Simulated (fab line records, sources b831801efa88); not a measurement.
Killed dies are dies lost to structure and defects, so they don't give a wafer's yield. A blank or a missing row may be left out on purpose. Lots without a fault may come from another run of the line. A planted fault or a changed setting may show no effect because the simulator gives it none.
A struck lot beside a sound one | flow sky130 | 31 steps out of a route of 708
Sound: wafers L157.1, L157.2, L157.3. Struck: wafers L163.3, L163.4, L163.5. The cause comes at the end.
At each step with rows: each side's tool, then ch and its chambers, then its first start. Under that, the readings that differ: sound wafers | struck wafers | difference of the means | sigmas: that difference in standard deviations of wafers without a fault.
alike: readings whose means differ by less than 2 such deviations, and words and numbers that are the same on both sides. not compared: withheld readings, readings that some wafer has no value for, bounds like >300 that may hide the same value, and numbers for which the record gives no deviation and whose values overlap.
The two part at a step that has a row with sigmas, a row that says differs or no value, or rows on one side only. Numbers that don't overlap but have no deviation are shown without sigmas and don't part them. A reading that every wafer of one side lacks parts them only if that side has two wafers or more.

first, 1 step without rows for these wafers: SKY_PWDE_IMPLANT_08.
SKY_PWDE_STRIP_09: strips in O2/N2.
  sound on plasma_asher-01 ch 0,1, day 5 06:47; struck on plasma_asher-01 ch 0,1, day 6 13:44
  alike: drypump_motor_current_A, oes_product_au, strip_time_to_endpoint_s
  not compared: rf_hours_counter_h
SKY_PWDE_TW_MEAS_10:
  sound on film_metro-01, day 5 06:53; struck on film_metro-02, day 6 13:49
  alike: PWDE_TW
then, 7 steps without rows for these wafers: SKY_NWELL_DEHYDRATE_03 (time 60 s); SKY_NWELL_HMDS_04 (prime time 60 s); SKY_NWELL_COAT_05 (resist thk 3000 nm); SKY_NWELL_SOFTBAKE_06; SKY_NWELL_EXPOSE_07 (exposes mask NWM, target cd 840 nm); SKY_NWELL_PEB_08; SKY_NWELL_DEVELOP_09 (develop time 60 s).
SKY_NWELL_OVL_MEAS_10:
  sound on overlay-01, day 6 01:16; struck on overlay-02, day 7 08:58
  alike: NWELL_00_OVL
then, 1 step without rows for these wafers: SKY_NWELL_IMPLANT_11.
SKY_NWELL_IMPLANT_12:
  sound on implanter-01 ch 0, day 6 01:27; struck on implanter-02 ch 0, day 7 09:31
then, 1 step without rows for these wafers: SKY_NWELL_IMPLANT_13.
SKY_NWELL_STRIP_14: strips in O2/N2.
  sound on plasma_asher-02 ch 0,1, day 6 01:45; struck on plasma_asher-02 ch 0,1, day 7 09:47
  alike: drypump_motor_current_A, oes_product_au, strip_time_to_endpoint_s
  not compared: rf_hours_counter_h
SKY_NWELL_TW_MEAS_15:
  sound on film_metro-04, day 6 01:51; struck on film_metro-01, day 7 09:53
  alike: NWELL_TW
then, 7 steps without rows for these wafers: SKY_NWELL_DEHYDRATE_16 (time 60 s); SKY_NWELL_HMDS_17 (prime time 60 s); SKY_NWELL_COAT_18 (resist thk 3000 nm); SKY_NWELL_SOFTBAKE_19; SKY_NWELL_EXPOSE_20 (exposes mask NWM COMPLEMENT, target cd 840 nm); SKY_NWELL_PEB_21; SKY_NWELL_DEVELOP_22 (develop time 60 s).
SKY_NWELL_OVL_MEAS_23:
  sound on overlay-02, day 6 21:01; struck on overlay-01, day 8 05:55
  alike: NWELL_01_OVL
then, 1 step without rows for these wafers: SKY_NWELL_IMPLANT_24.
SKY_NWELL_STRIP_25: strips in O2/N2.
  sound on plasma_asher-04 ch 0,1, day 6 21:12; struck on plasma_asher-03 ch 0,1, day 8 06:08
  alike: drypump_motor_current_A, oes_product_au, strip_time_to_endpoint_s
  not compared: rf_hours_counter_h
SKY_NWELL_TW_MEAS_26:
  sound on film_metro-01, day 6 21:18; struck on film_metro-02, day 8 06:13
  alike: NWELL_2_TW
then, 1 step without rows for these wafers: SKY_NWELL_CLEAN_27 (cleans in SC1/SC2, time 150 s).
SKY_NWELL_RTA_28: time 30 s.
  sound on rtp_anneal-01 ch 0, day 6 21:25; struck on rtp_anneal-01 ch 0, day 8 06:20
  alike: lamp_power_pct, ramp_down_c_per_s, wafer_temp_C_max
SKY_NWELL_RS_MEAS_29: measures by four-point-probe.
  sound on film_metro-02, day 6 21:31; struck on film_metro-04, day 8 06:49
  reading           | sound             | struck            | difference | sigmas
  NWELL_RS (ohm/sq) | 623.6 622.3 623.2 | 596.2 593.8 594.9 | -28.1      | -19
-- the record jumps here: 41 days lie between the struck wafers' starts before and after (it left off in module NWELL and takes up again in module PAD_OPEN, whose first step shown is number 708 of the route) --
SKY_PAD_OPEN_PROBE_99:
  sound on prober-02, day 47 08:52; struck on prober-01, day 48 19:10
  reading                                | sound                         | struck                        | difference | sigmas
  model.etest.nfet_16v.r_on_ohm_um       | 1.418e+04 1.427e+04 1.413e+04 | 1.334e+04 1.34e+04 1.31e+04   | -9.133e+02 |
  model.etest.pfet_16v.r_on_ohm_um       | 1.49e+04 1.491e+04 1.488e+04  | 1.587e+04 1.593e+04 1.546e+04 | +8.567e+02 |
  model.etest.pfet_g5v0d10v5.r_on_ohm_um | 4731 4723 4708                | 5236 5289 5247                | +537       |
  model.etest.tip_p.rs_ohm_sq            | 6715 6717 6699                | 7236 7230 7230                | +522       |
  model.etest.tip_p_5v.rs_ohm_sq         | 2886 2876 2863                | 3113 3137 3128                | +251       |
  model.etest.pfet_01v8.r_on_ohm_um      | 2710 2762 2766                | 3099 3058 3081                | +333       |
  model.etest.pfet_g5v0d10v5.drive_ua_um | 345.1 343.5 344.7             | 297.4 291.8 301.1             | -47.7      |
  model.etest.pfet_01v8_lvt.drive_ua_um  | 175.2 173.6 175.8             | 142.7 142.6 143.4             | -32.0      |
  alike: killed_at_M0_to_M3, killed_at_M4_up, killed_at_contacts, killed_at_front_end, killed_at_other, killed_dies, killed_open, killed_short

WHERE THEY PART
Only at SKY_NWELL_RS_MEAS_29, within this record. Later steps at which nothing parts them and some readings are alike: SKY_PAD_OPEN_PROBE_99.

WHY: what the simulator had put in
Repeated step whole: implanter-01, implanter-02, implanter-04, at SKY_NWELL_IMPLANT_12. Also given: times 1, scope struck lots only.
